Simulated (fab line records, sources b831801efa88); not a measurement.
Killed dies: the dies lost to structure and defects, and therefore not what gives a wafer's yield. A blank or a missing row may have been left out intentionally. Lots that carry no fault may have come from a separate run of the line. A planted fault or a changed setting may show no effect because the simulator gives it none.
Shared-tool check + flow gf180mcu + Sample size 14 lots and 42 wafers

== WHAT PROMPTED THE OPENING ==
3 of 14 lots carry a flag on the reading STI_OXIDATION_THK at GF_STI_THK_MEAS_02. Wafers without a fault read 10.08 nm, standard deviation 0.2.
Rule: a lot gets a flag if all its wafers with a number sit over 4 standard deviations from that mean, or if no wafer of it has a number. All remaining lots are regarded as sound.

| lot  | measured    | on            | STI_OXIDATION_THK (nm), wafer by wafer | flag    |
|------|-------------|---------------|----------------------------------------|---------|
| L647 | day 1 12:05 | film metro-01 | 10.12 10.14 10.13                      |         |
| L648 | day 1 16:32 | film metro-04 | 9.98 10.18 10.11                       |         |
| L649 | day 1 21:31 | film metro-02 | 9.95 10.04 10.00                       |         |
| L650 | day 2 03:39 | film metro-04 | 10.14 10.12 10.11                      |         |
| L651 | day 2 07:31 | film metro-02 | 9.85 9.94 10.04                        |         |
| L652 | day 2 13:08 | film metro-01 | 9.89 9.66 9.85                         |         |
| L653 | day 2 18:01 | film metro-02 | 13.26 13.36 13.37                      | FLAGGED |
| L654 | day 2 23:19 | film metro-01 | 10.24 10.26 10.05                      |         |
| L656 | day 3 08:31 | film metro-04 | 13.21 13.28 13.22                      | FLAGGED |
| L657 | day 3 15:14 | film metro-04 | 13.49 13.78 13.61                      | FLAGGED |
| L667 | day 5 16:46 | film metro-02 | 9.99 9.92 9.88                         |         |
| L668 | day 5 20:31 | film metro-02 | 9.87 9.84 9.89                         |         |
| L669 | day 6 01:46 | film metro-01 | 9.89 9.83 9.66                         |         |
| L670 | day 6 06:31 | film metro-02 | 9.96 10.15 9.67                        |         |
The mean of the flagged lots' numbers is 13.40 nm, +3.32 nm from the usual (+17 standard deviations).

== WHICH TOOL RAN EACH LOT ==
The record holds 1 process step before the reading, out of a route of 602 steps. Cell contents, in order: the tool; ch with the chambers the sampled wafers went through; the start.
| lot  | flag    | GF_STI_OXIDATION_01          |
|------|---------|------------------------------|
| L647 |         | furnace-01 ch 0, day 1 10:42 |
| L648 |         | furnace-01 ch 0, day 1 15:07 |
| L649 |         | furnace-02 ch 0, day 1 20:07 |
| L650 |         | furnace-02 ch 0, day 2 02:14 |
| L651 |         | furnace-02 ch 0, day 2 06:07 |
| L652 |         | furnace-01 ch 0, day 2 11:45 |
| L653 | FLAGGED | furnace-02 ch 0, day 2 16:37 |
| L654 |         | furnace-01 ch 0, day 2 21:55 |
| L656 | FLAGGED | furnace-02 ch 0, day 3 07:07 |
| L657 | FLAGGED | furnace-02 ch 0, day 3 13:50 |
| L667 |         | furnace-01 ch 0, day 5 15:22 |
| L668 |         | furnace-01 ch 0, day 5 19:07 |
| L669 |         | furnace-01 ch 0, day 6 00:22 |
| L670 |         | furnace-01 ch 0, day 6 05:07 |
These steps, and what they do:
- GF_STI_OXIDATION_01: stabilise 600 s, purge 300 s, target thk 10 nm.
- GF_STI_THK_MEAS_02

== FLAGGED OVER TOTAL, TOOL BY TOOL (the gauges that took the reading come last) ==
| step                | tool          | lots run | flagged | share of the flagged lots | sound lots run after its first flagged lot |
|---------------------|---------------|----------|---------|---------------------------|--------------------------------------------|
| GF_STI_OXIDATION_01 | furnace-01    | 8        | 0       | none                      | -                                          |
| GF_STI_OXIDATION_01 | furnace-02    | 6        | 3       | all                       | 0                                          |
| GF_STI_THK_MEAS_02  | film metro-01 | 4        | 0       | none                      | -                                          |
| GF_STI_THK_MEAS_02  | film metro-02 | 6        | 1       | some                      | 3 (L667,L668,L670)                         |
| GF_STI_THK_MEAS_02  | film metro-04 | 4        | 2       | some                      | 0                                          |

== THE TABLE: WHAT IT ALLOWS ==
Rows of the table that ran each flagged lot: 1, that is furnace-02 at GF_STI_OXIDATION_01.
- furnace-02 at GF_STI_OXIDATION_01 ran 6 lots, 3 of them flagged. A fault beginning between L651 (day 2 06:07), its last sound lot, and L653 (day 2 16:37), its first flagged one, fits the data.
Just one tool remains: furnace-02 at GF_STI_OXIDATION_01.

== WHAT WAS PUT IN BY THE SIMULATOR ==
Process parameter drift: furnace-02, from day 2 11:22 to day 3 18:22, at GF_STI_OXIDATION_01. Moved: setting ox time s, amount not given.
Struck lots among those shown: L653, L656, L657. The same result came from the rule above.
